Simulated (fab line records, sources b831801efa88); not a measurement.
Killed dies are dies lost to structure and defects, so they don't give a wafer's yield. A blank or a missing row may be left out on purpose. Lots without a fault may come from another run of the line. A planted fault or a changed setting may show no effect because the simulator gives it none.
Problem report in the 8D (eight disciplines) form, filled by code | flow sky130 | the parts of the form that need people (team, actions taken, sign-off) are left out

1. THE PROBLEM
CONTACT_HDPCVD_THK at SKY_CONTACT_THK_MEAS_03 reads a mean of 1016 nm on 4 wafers of 3 lots; wafers without a fault read 566 nm with a standard deviation of 5.1. That is +88 standard deviations from the usual mean.
First seen on wafer L539.6, day 33 02:59, on film_metro-01. The record holds 36 wafers of 13 lots with a number at this step. Rule for "out", or "out of limits": more than 4 standard deviations from the usual mean. The other wafers with a number count as sound.

2. WHAT IT IS AND WHAT IT IS NOT
question                    | is                                          | is not
which readings at this step | CONTACT_HDPCVD_THK                          | -
which lots                  | L539, L541, L543                            | L531, L532, L533, L535, L546, L549, L551, L552, L553, L554
which wafers of those lots  | L539.6, L541.5, L541.6, L543.6              | L539.4, L543.1
read on which gauges        | film_metro-01, film_metro-02, film_metro-04 | -
when                        | from day 33 02:59                           | up to then (13 sound wafers); but 19 sound wafers of L543, L546, L549, L551, L552, L553, L554 came after

3. SUSPECTS, AND WHAT RULES EACH OUT
Counting: a tool at a process step up to the reading stays a suspect if it ran every lot that is out. Sound lots after the first of them don't rule it out here, since some wafers of a struck lot are sound.
- the gauge at SKY_CONTACT_THK_MEAS_03: ruled out. The wafers that are out were read on 3 gauges (film_metro-01, film_metro-02, film_metro-04).
- hdpcvd-01 at SKY_CONTACT_HDPCVD_02 (deposits SiO2, target thk 565 nm, time 94.2 s): kept. It ran every lot that is out, first L539 (day 33 02:55); its last sound lot up to then is L533 (day 31 06:20).
Left after counting: hdpcvd-01 at SKY_CONTACT_HDPCVD_02.

4. THE CAUSE (what the simulator had put in)
Process parameter drift: hdpcvd-01, from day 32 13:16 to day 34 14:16, at SKY_CONTACT_HDPCVD_02. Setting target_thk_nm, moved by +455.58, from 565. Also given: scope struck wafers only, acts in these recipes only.
Counting left only this tool.

5. THE CHAIN OF EFFECTS, in route order
Each row: a reading whose mean over the struck wafers that have a number lies more than 3 standard deviations from the usual. Only readings for which the record gives a usual standard deviation are gone through. hours: the time from each lot's start at the first step in this table that gives one to its start at this step, as a median over the lots. sigmas: the change in usual standard deviations.
hours | step                    | reading            | usual  | on struck wafers | change | sigmas
0     | SKY_CONTACT_THK_MEAS_03 | CONTACT_HDPCVD_THK | 566 nm | 1016             | +450   | +88
0     | SKY_CONTACT_CMP_04      | time_to_endpoint_s | 84 s   | 245              | +161   | +45
The process steps in it:
- SKY_CONTACT_CMP_04: polishes SiO2.

6. WHAT WOULD HAVE CAUGHT IT SOONER
In this record the first reading out of limits at a measuring or inspecting step was taken at day 33 02:59, 14 hours after the fault began at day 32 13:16.
Of the lots that are out (3), L541, L543 began SKY_CONTACT_HDPCVD_02 on hdpcvd-01 after day 33 02:59. A hold on the tool at that time would have spared those 2.
